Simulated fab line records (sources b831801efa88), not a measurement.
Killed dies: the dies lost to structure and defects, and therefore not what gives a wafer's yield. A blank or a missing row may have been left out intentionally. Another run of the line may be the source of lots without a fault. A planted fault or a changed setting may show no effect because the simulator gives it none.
Chamber matching | flow sky130 | 4 sister chambers for SKY_VIA4_CMP_21 on cmp-01
The step polishes, stops on SiO2, t overpolish 25 s, target thk 0 nm. 14 wafers are shown with their chamber, then 7 later ones without.

EACH WAFER AND ITS CHAMBER
wafer  | chamber | motor-current-A (A) | time-to-endpoint-s (s) | retaining-ring-pressure-frac
L342.1 | 3       | 9.6                 | 134                    | 0.999
L342.4 | 1       | 9.8                 | 120                    | 1.002
L342.6 | 2       | 12.5                | 131                    | 1.004
L343.1 | 0       | 9.1                 | 121                    | 1.007
L343.2 | 1       | 10.0                | 116                    | 0.998
L343.6 | 2       | 12.3                | 129                    | 1.002
L348.3 | 2       | 12.8                | 126                    | 1.004
L348.5 | 2       | 12.4                | 123                    | 1.003
L348.6 | 3       | 10.0                | 125                    | 0.993
L351.1 | 2       | 12.6                | 131                    | 0.996
L351.5 | 1       | 10.7                | 121                    | 0.993
L351.6 | 2       | 12.6                | 128                    | 0.997
L352.3 | 1       | 9.7                 | 122                    | 1.003
L352.5 | 1       | 9.7                 | 122                    | 0.993

SIGNATURES (averages over the wafers above)
reading                      | chamber 0 | chamber 1 | chamber 2 | chamber 3 | scatter within a chamber
motor-current-A              | 9.100     | 9.980     | 12.533    | 9.800     | 0.307
time-to-endpoint-s           | 121.00    | 120.20    | 128.00    | 129.50    | 3.37
retaining-ring-pressure-frac | 1.00700   | 0.99780   | 1.00100   | 0.99600   | 0.00416
Rule: a wafer lies at a distance from a chamber equal to the root of the sum of squares, over the readings, of (its reading less the chamber's mean, divided by the reading's scatter). The wafer belongs to the nearest chamber; if the next one is less than 2 further off, it can't be placed. The scatter: take each reading less its chamber's mean, square it, sum over the shown wafers, divide by the number of wafers less the number of chambers, and take the root.

WAFERS WITH NO CHAMBER GIVEN
wafer  | motor-current-A (A) | time-to-endpoint-s (s) | retaining-ring-pressure-frac
L352.6 | 9.2                 | 126                    | 1.003
L353.1 | 8.9                 | 123                    | 0.990
L353.2 | 10.4                | 131                    | 0.994
L353.4 | 10.2                | 123                    | 1.007
L354.2 | 10.0                | 135                    | 1.007
L354.3 | 9.0                 | 127                    | 0.998
L354.5 | 12.5                | 137                    | 1.002

THE CHAMBER EACH PASSED THROUGH
wafer  | from the rows above          | in truth
L352.6 | can't be placed: 0 or 3 or 1 | 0
L353.1 | can't be placed: 3 or 1 or 0 | 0
L353.2 | can't be placed: 3 or 1      | 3
L353.4 | can't be placed: 1 or 3 or 0 | 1
L354.2 | can't be placed: 3 or 1 or 0 | 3
L354.3 | can't be placed: 3 or 0 or 1 | 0
L354.5 | 2                            | 2
Placed correctly: 1 of 7. Unplaceable from these rows: 6, with the true chamber sitting among the candidates in 6. Wrongly placed: 0.
